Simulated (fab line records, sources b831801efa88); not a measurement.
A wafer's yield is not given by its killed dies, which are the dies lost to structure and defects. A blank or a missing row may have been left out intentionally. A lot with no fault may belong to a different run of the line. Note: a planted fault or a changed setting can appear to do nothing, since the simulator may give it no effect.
The tool behind it: which one?    flow sky130    12 lots, 36 wafers sampled, at 5 steps of a route of 708

== WHAT THE GAUGES READ, wafer by wafer ==
SKY_LOCAL_INTERCONNECT_CD_MEAS_11 targets a cd of 170 nm.
lot   measured      on         cd nm (nm)
L889  day 30 05:35  cd sem-02  167.0 166.9 166.8
L891  day 30 21:05  cd sem-01  172.5 171.7 170.4
L892  day 31 08:50  cd sem-01  171.7 171.2 171.8
L894  day 31 18:30  cd sem-01  168.8 169.1 169.5
L895  day 32 01:50  cd sem-02  168.8 168.2 168.0
L898  day 33 06:08  cd sem-02  166.4 167.2 166.9
L901  day 34 13:18  cd sem-02  170.8 170.7 170.8
L906  day 36 00:55  cd sem-02  167.0 168.6 167.0
L907  day 36 09:02  cd sem-02  170.8 168.5 170.6
L909  day 37 04:11  cd sem-02  169.1 167.9 169.3
L910  day 37 08:47  cd sem-02  168.2 168.2 168.7
L911  day 37 13:24  cd sem-02  170.1 169.0 169.9

SKY_CONTACT_BOW_MEAS_05.
lot   measured      on             CONTACT_BOW (um)
L889  day 30 06:59  film metro-03  81 84 90
L891  day 30 22:29  film metro-04  76 75 74
L892  day 31 10:13  film metro-03  96 84 85
L894  day 31 19:57  film metro-03  81 85 84
L895  day 32 03:13  film metro-03  61 80 79
L898  day 33 07:32  film metro-04  93 90 91
L901  day 34 14:56  film metro-03  72 70 71
L906  day 36 02:17  film metro-03  92 87 87
L907  day 36 10:27  film metro-04  80 81 77
L909  day 37 05:36  film metro-04  87 80 80
L910  day 37 10:13  film metro-01  85 79 86
L911  day 37 14:47  film metro-03  76 83 75

SKY_CONTACT_CD_MEAS_14 targets a cd of 170 nm.
lot   measured      on         cd nm (nm)
L889  day 31 11:31  cd sem-02  172.6 172.4 172.1
L891  day 32 02:46  cd sem-01  169.2 168.0 168.1
L892  day 32 13:59  cd sem-01  170.7 171.5 170.7
L894  day 32 23:51  cd sem-01  170.2 170.7 168.8
L895  day 33 06:08  cd sem-01  172.0 172.0 170.3
L898  day 34 11:03  cd sem-02  171.7 172.1 170.9
L901  day 35 18:25  cd sem-02  153.8 153.8 154.7
L906  day 37 05:23  cd sem-02  155.5 157.3 159.0
L907  day 37 12:43  cd sem-01  169.3 169.5 170.0
L909  day 38 07:40  cd sem-02  170.5 170.2 169.5
L910  day 38 11:44  cd sem-02  167.8 169.7 167.5
L911  day 38 15:43  cd sem-02  172.6 171.5 171.8

== EACH LOT AND THE TOOL THAT RAN IT (in order: tool; ch and the chambers of the sampled wafers; start) ==
lot   SKY_LOCAL_INTERCONNECT_METAL_ETCH_14  SKY_CONTACT_EXPOSE_11
L889  rie metal-01 ch 0,1, day 30 05:46     krf scanner-02 ch 0, day 30 21:31
L891  rie metal-01 ch 0,1, day 30 21:18     krf scanner-01 ch 0, day 31 13:04
L892  rie metal-01 ch 1, day 31 09:02       krf scanner-02 ch 0, day 32 00:13
L894  rie metal-03 ch 0,1, day 31 18:42     krf scanner-02 ch 0, day 32 10:32
L895  rie metal-03 ch 0,1, day 32 02:03     krf scanner-02 ch 0, day 32 17:04
L898  rie metal-01 ch 0, day 33 06:20       krf scanner-01 ch 0, day 33 21:50
L901  rie metal-01 ch 1, day 34 13:35       krf scanner-01 ch 0, day 35 04:36
L906  rie metal-01 ch 0, day 36 01:06       krf scanner-01 ch 0, day 36 16:28
L907  rie metal-02 ch 0,1, day 36 09:13     krf scanner-02 ch 0, day 37 00:05
L909  rie metal-01 ch 0,1, day 37 04:22     krf scanner-02 ch 0, day 37 19:08
L910  rie metal-01 ch 0,1, day 37 09:02     krf scanner-02 ch 0, day 37 22:55
L911  rie metal-03 ch 0,1, day 37 13:34     krf scanner-02 ch 0, day 38 03:44
- SKY_LOCAL_INTERCONNECT_METAL_ETCH_14: etches TiN in Cl2/BCl3, stops on PSG, target depth 110 nm, time 31.4 s.
- SKY_CONTACT_EXPOSE_11: exposes mask CTM1, target cd 170 nm.

== WHAT THE TOOLS THEMSELVES READ (means of the sampled wafers that have a number; where no wafer has one, the mark that the record gives instead) ==
SKY_LOCAL_INTERCONNECT_METAL_ETCH_14.
lot   tool          bias w (W)  chamber pressure mTorr (mTorr)  drypump motor current A (A)  he backside leak sccm (sccm)  oes product au (a.u.)  throttle valve pct (%)
L889  rie metal-01  48.52       9.992                           6.4                          3.2                           0.942                  21.894
L891  rie metal-01  48.45       9.998                           6.4                          3.4                           0.936                  21.903
L892  rie metal-01  48.69       10.011                          6.8                          3.2                           0.932                  21.903
L894  rie metal-03  48.50       10.003                          5.2                          3.3                           0.941                  21.906
L895  rie metal-03  48.65       9.997                           5.5                          3.2                           0.941                  21.906
L898  rie metal-01  48.57       10.006                          5.6                          3.5                           0.936                  21.904
L901  rie metal-01  48.46       9.997                           6.8                          3.3                           0.941                  21.914
L906  rie metal-01  48.59       10.000                          5.6                          3.3                           0.950                  21.896
L907  rie metal-02  48.57       9.994                           6.3                          3.4                           0.935                  21.903
L909  rie metal-01  48.53       9.997                           6.4                          4.2                           0.941                  21.901
L910  rie metal-01  48.50       10.000                          6.4                          3.5                           0.929                  21.900
L911  rie metal-03  48.49       9.996                           5.4                          3.3                           0.933                  21.915

SKY_CONTACT_EXPOSE_11.
lot   tool            exposure dose mJ cm2
L889  krf scanner-02  37.97
L891  krf scanner-01  38.02
L892  krf scanner-02  37.97
L894  krf scanner-02  38.02
L895  krf scanner-02  38.02
L898  krf scanner-01  37.99
L901  krf scanner-01  34.83
L906  krf scanner-01  35.49
L907  krf scanner-02  38.01
L909  krf scanner-02  37.95
L910  krf scanner-02  37.92
L911  krf scanner-02  38.01

== THE ANSWER, worked out from the rows above alone ==
Rule: what is usual is taken from the lots themselves. The widest of any qualifying gaps counts: lots, ordered by their means at a reading, are off when they make up no more than a third of the lots, leave a main group of 4 or more, and stand apart from it by 3 or more times the standard deviation of that group's means. A main group whose means are all the same, to the digits that the tables above print for the reading, isn't used. Also off: a lot with no number at a reading for which 4 or more lots have one. Where the step has rows for the other lots, those lots are counted as sound. Order of review: gauges by route order, followed by the tools' own readings, for which a lot's mean as printed above is used. At the first step where some lot is off, the reading lying furthest off is the one used; lots without a number count as furthest.
Off at SKY_CONTACT_CD_MEAS_14 (cd nm): L901, L906. Main group: mean 170.5 nm, sd 1.3.
If a tool, at a process step before that reading, ran all the lots that are off and no sound lot after the first of them, it fits. The gauges at SKY_CONTACT_CD_MEAS_14 aren't tried: what is off there is off at SKY_CONTACT_EXPOSE_11 too, on other tools, and a gauge's error can't cause that. One fits: krf scanner-01 at SKY_CONTACT_EXPOSE_11. A fault onset in the window from L898 (day 33 21:50, its last sound lot) to L901 (day 35 04:36, its first lot off) fits.
On the lots that are off, the tool's own readings at SKY_CONTACT_EXPOSE_11 differ by more than 5 times the standard deviation of the sound lots' means, which bears it out; exposure dose mJ cm2 reads 35.16 there versus 37.99 on the sound lots.

== WHAT WAS PUT IN BY THE SIMULATOR ==
Process parameters drifting: krf scanner-01 at SKY_CONTACT_EXPOSE_11, beginning at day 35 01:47. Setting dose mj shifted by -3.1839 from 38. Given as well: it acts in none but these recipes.
Struck lots among those shown: L901, L906. Same finding as the rule above.
